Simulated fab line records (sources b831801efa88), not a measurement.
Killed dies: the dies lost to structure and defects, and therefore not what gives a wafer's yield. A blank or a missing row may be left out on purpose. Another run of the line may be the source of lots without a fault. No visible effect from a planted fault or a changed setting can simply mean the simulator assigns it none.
Which tool did it? :: flow gf180mcu :: 36 wafers from 12 lots sampled at 6 of the route's 602 steps

== WHAT EACH GAUGE READ, for each wafer ==
GF_M1_RS_MEAS_05: a four-point-probe measurement.
lot: L737
measured: day 16 07:40
on: film metro-04
M1_ALCU_RS (ohm/sq): 0.0699 0.0699 0.0701

lot: L738
measured: day 16 21:59
on: film metro-03
M1_ALCU_RS (ohm/sq): 0.0706 0.0702 0.0697

lot: L739
measured: day 17 00:59
on: film metro-04
M1_ALCU_RS (ohm/sq): 0.0701 0.0699 0.0703

lot: L741
measured: day 18 02:28
on: film metro-04
M1_ALCU_RS (ohm/sq): 0.0705 0.0708 0.0710

lot: L744
measured: day 19 06:24
on: film metro-01
M1_ALCU_RS (ohm/sq): 0.0704 0.0699 0.0703

lot: L746
measured: day 19 17:55
on: film metro-04
M1_ALCU_RS (ohm/sq): 0.0684 0.0694 0.0686

lot: L748
measured: day 20 08:46
on: film metro-01
M1_ALCU_RS (ohm/sq): 0.0700 0.0695 0.0698

lot: L749
measured: day 21 02:07
on: film metro-01
M1_ALCU_RS (ohm/sq): 0.0707 0.0700 0.0709

lot: L756
measured: day 22 23:25
on: film metro-03
M1_ALCU_RS (ohm/sq): 0.0694 0.0695 0.0703

lot: L757
measured: day 23 08:00
on: film metro-03
M1_ALCU_RS (ohm/sq): 0.0702 0.0711 0.0708

lot: L758
measured: day 23 19:31
on: film metro-04
M1_ALCU_RS (ohm/sq): 0.0691 0.0692 0.0686

lot: L759
measured: day 24 10:41
on: film metro-03
M1_ALCU_RS (ohm/sq): 0.0684 0.0688 0.0687

GF_M1_OVL_MEAS_15.
lot: L737
measured: day 17 06:14
on: overlay-01
M1_OVL (nm): 0 -2 2

lot: L738
measured: day 17 21:05
on: overlay-01
M1_OVL (nm): -4 6 0

lot: L739
measured: day 18 00:25
on: overlay-01
M1_OVL (nm): 11 15 7

lot: L741
measured: day 19 02:08
on: overlay-01
M1_OVL (nm): -7 -3 -4

lot: L744
measured: day 20 07:08
on: overlay-02
M1_OVL (nm): 0 2 0

lot: L746
measured: day 20 18:13
on: overlay-01
M1_OVL (nm): 0 6 3

lot: L748
measured: day 21 08:32
on: overlay-01
M1_OVL (nm): 4 1 4

lot: L749
measured: day 22 02:07
on: overlay-02
M1_OVL (nm): -1 6 3

lot: L756
measured: day 23 23:08
on: overlay-01
M1_OVL (nm): -5 1 -1

lot: L757
measured: day 24 07:07
on: overlay-02
M1_OVL (nm): 8 12 6

lot: L758
measured: day 24 18:22
on: overlay-02
M1_OVL (nm): 5 5 3

lot: L759
measured: day 25 08:56
on: overlay-01
M1_OVL (nm): -5 -7 6

GF_V1_THK_MEAS_03.
lot: L737
measured: day 17 07:10
on: film metro-02
V1_CVD_02_THK (nm): 840 844 856

lot: L738
measured: day 17 22:08
on: film metro-01
V1_CVD_02_THK (nm): 828 826 849

lot: L739
measured: day 18 01:19
on: film metro-04
V1_CVD_02_THK (nm): 851 861 862

lot: L741
measured: day 19 03:03
on: film metro-01
V1_CVD_02_THK (nm): 847 860 853

lot: L744
measured: day 20 08:04
on: film metro-01
V1_CVD_02_THK (nm): 846 856 860

lot: L746
measured: day 20 19:09
on: film metro-02
V1_CVD_02_THK (nm): 842 858 863

lot: L748
measured: day 21 09:31
on: film metro-02
V1_CVD_02_THK (nm): 849 866 863

lot: L749
measured: day 22 03:07
on: film metro-04
V1_CVD_02_THK (nm): 854 866 864

lot: L756
measured: day 24 00:04
on: film metro-04
V1_CVD_02_THK (nm): 1162 1160 1170

lot: L757
measured: day 24 08:11
on: film metro-01
V1_CVD_02_THK (nm): 1165 1153 1176

lot: L758
measured: day 24 19:26
on: film metro-02
V1_CVD_02_THK (nm): 845 848 866

lot: L759
measured: day 25 09:50
on: film metro-01
V1_CVD_02_THK (nm): 844 860 849

GF_V1_OVL_MEAS_15.
lot: L737
measured: day 18 06:47
on: overlay-01
V1_OVL (nm): 3 13 1

lot: L738
measured: day 18 22:29
on: overlay-02
V1_OVL (nm): 2 0 3

lot: L739
measured: day 19 01:07
on: overlay-01
V1_OVL (nm): 3 3 2

lot: L741
measured: day 20 04:08
on: overlay-02
V1_OVL (nm): 6 5 2

lot: L744
measured: day 21 08:23
on: overlay-02
V1_OVL (nm): 7 -2 2

lot: L746
measured: day 21 20:22
on: overlay-01
V1_OVL (nm): -9 -4 -6

lot: L748
measured: day 22 09:41
on: overlay-02
V1_OVL (nm): 7 3 -2

lot: L749
measured: day 23 03:07
on: overlay-02
V1_OVL (nm): 0 -3 -2

lot: L756
measured: day 24 22:50
on: overlay-01
V1_OVL (nm): 10 2 5

lot: L757
measured: day 25 06:16
on: overlay-01
V1_OVL (nm): 3 5 -5

lot: L758
measured: day 25 18:04
on: overlay-01
V1_OVL (nm): -5 1 -6

lot: L759
measured: day 26 06:50
on: overlay-01
V1_OVL (nm): 3 4 -1

== EACH LOT AND THE TOOL THAT RAN IT (in order: tool; ch and the chambers of the sampled wafers; start) ==
lot: L737
GF_V1_CVD_02: pecvd-03 ch 0,2, day 17 07:05
GF_V1_CMP_04: cmp-02 ch 1,3, day 17 07:13

lot: L738
GF_V1_CVD_02: pecvd-01 ch 0,2, day 17 22:04
GF_V1_CMP_04: cmp-01 ch 0,2, day 17 22:45

lot: L739
GF_V1_CVD_02: pecvd-02 ch 0,1, day 18 01:16
GF_V1_CMP_04: cmp-02 ch 0,1,2, day 18 01:32

lot: L741
GF_V1_CVD_02: pecvd-01 ch 0,1,2, day 19 02:58
GF_V1_CMP_04: cmp-02 ch 0,2,3, day 19 03:14

lot: L744
GF_V1_CVD_02: pecvd-02 ch 1,2, day 20 07:59
GF_V1_CMP_04: cmp-02 ch 1,2,3, day 20 08:13

lot: L746
GF_V1_CVD_02: pecvd-01 ch 0,1, day 20 19:05
GF_V1_CMP_04: cmp-01 ch 0,1,3, day 20 19:16

lot: L748
GF_V1_CVD_02: pecvd-02 ch 0,1, day 21 09:25
GF_V1_CMP_04: cmp-02 ch 1,2, day 21 09:34

lot: L749
GF_V1_CVD_02: pecvd-03 ch 0,2, day 22 03:02
GF_V1_CMP_04: cmp-01 ch 0,1, day 22 03:10

lot: L756
GF_V1_CVD_02: pecvd-03 ch 0,1,2, day 23 23:59
GF_V1_CMP_04: cmp-01 ch 0,2,3, day 24 00:07

lot: L757
GF_V1_CVD_02: pecvd-03 ch 1,2, day 24 08:07
GF_V1_CMP_04: cmp-01 ch 0,2,3, day 24 08:14

lot: L758
GF_V1_CVD_02: pecvd-01 ch 0,1,2, day 24 19:22
GF_V1_CMP_04: cmp-01 ch 1,2, day 24 19:32

lot: L759
GF_V1_CVD_02: pecvd-02 ch 0,1,2, day 25 09:45
GF_V1_CMP_04: cmp-01 ch 1,3, day 25 09:56
- GF_V1_CVD_02: deposits SiO2 from TEOS, target thk 850 nm, time 94.851 s.
- GF_V1_CMP_04: polishes SiO2.

== WHAT THE TOOLS THEMSELVES READ (means of the sampled wafers that have a number; where no wafer has one, the mark that the record gives instead) ==
GF_V1_CVD_02.
lot: L737
tool: pecvd-03
heater power w (W): 704
run length s (s): 122.4

lot: L738
tool: pecvd-01
heater power w (W): 743
run length s (s): 122.7

lot: L739
tool: pecvd-02
heater power w (W): 647
run length s (s): 122.4

lot: L741
tool: pecvd-01
heater power w (W): 791
run length s (s): 123.2

lot: L744
tool: pecvd-02
heater power w (W): 637
run length s (s): 122.5

lot: L746
tool: pecvd-01
heater power w (W): 662
run length s (s): 123.1

lot: L748
tool: pecvd-02
heater power w (W): 710
run length s (s): 122.4

lot: L749
tool: pecvd-03
heater power w (W): 701
run length s (s): 122.2

lot: L756
tool: pecvd-03
heater power w (W): 749
run length s (s): 158.9

lot: L757
tool: pecvd-03
heater power w (W): 745
run length s (s): 158.5

lot: L758
tool: pecvd-01
heater power w (W): 715
run length s (s): 123.1

lot: L759
tool: pecvd-02
heater power w (W): 681
run length s (s): 122.3

GF_V1_CMP_04.
lot: L737
tool: cmp-02
motor current A (A): 12.6
slurry filter dp kPa (kPa): 13.55
time to endpoint s (s): 77

lot: L738
tool: cmp-01
motor current A (A): 13.3
slurry filter dp kPa (kPa): 13.46
time to endpoint s (s): 71

lot: L739
tool: cmp-02
motor current A (A): 11.6
slurry filter dp kPa (kPa): 13.45
time to endpoint s (s): 89

lot: L741
tool: cmp-02
motor current A (A): 11.9
slurry filter dp kPa (kPa): 13.47
time to endpoint s (s): 88

lot: L744
tool: cmp-02
motor current A (A): 11.6
slurry filter dp kPa (kPa): 13.62
time to endpoint s (s): 80

lot: L746
tool: cmp-01
motor current A (A): 12.0
slurry filter dp kPa (kPa): 13.51
time to endpoint s (s): 79

lot: L748
tool: cmp-02
motor current A (A): 11.2
slurry filter dp kPa (kPa): 13.48
time to endpoint s (s): 83

lot: L749
tool: cmp-01
motor current A (A): 12.3
slurry filter dp kPa (kPa): 13.53
time to endpoint s (s): 82

lot: L756
tool: cmp-01
motor current A (A): 13.0
slurry filter dp kPa (kPa): 13.47
time to endpoint s (s): 195

lot: L757
tool: cmp-01
motor current A (A): 12.6
slurry filter dp kPa (kPa): 13.48
time to endpoint s (s): 193

lot: L758
tool: cmp-01
motor current A (A): 12.3
slurry filter dp kPa (kPa): 13.42
time to endpoint s (s): 79

lot: L759
tool: cmp-01
motor current A (A): 11.4
slurry filter dp kPa (kPa): 13.50
time to endpoint s (s): 81

== THE ANSWER, worked out from the rows above alone ==
Rule: the usual values come from the lots themselves. The widest of any qualifying gaps counts: lots, ordered by their means at a reading, are off when they make up no more than a third of the lots, leave a main group of 4 or more, and stand apart from it by 3 or more times the standard deviation of that group's means. The tables above print the reading to a certain number of digits; a main group whose means all agree to those digits is not used. Also off: a lot with no number at a reading for which 4 or more lots have one. All remaining lots with rows at the step are treated as sound. First the gauges in route order, then the tools' own readings, where a lot's mean is used as printed above. At the first step where some lot is off, the reading lying furthest off is the one used; lots without a number count as furthest.
Off: at GF_V1_THK_MEAS_03 (V1_CVD_02_THK), L756, L757. Mean 853 nm and standard deviation 7.3 in the main group.
A tool fits if, at a process step before that reading, it ran every lot that is off, and no sound lot after the first of them. Not tried: the gauges at GF_V1_THK_MEAS_03; whatever is off there is also off at GF_V1_CVD_02, on other tools, and gauge error can't account for it. One candidate fits, namely pecvd-03 at GF_V1_CVD_02. Its last sound lot is L749 (day 22 03:02), its first lot that is off L756 (day 23 23:59): a fault that began between those two fits.
The tool's own readings at GF_V1_CVD_02 bear it out: on the lots that are off they differ by more than 5 times the standard deviation of the sound lots' means. run length s reads 158.7 s there against 122.6 s on the sound lots.

== WHAT THE SIMULATOR HAD PUT IN ==
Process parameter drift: pecvd-03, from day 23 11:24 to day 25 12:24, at GF_V1_CVD_02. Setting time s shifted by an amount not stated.
Shown lots that were struck: L756, L757. The rule given above showed the same thing.
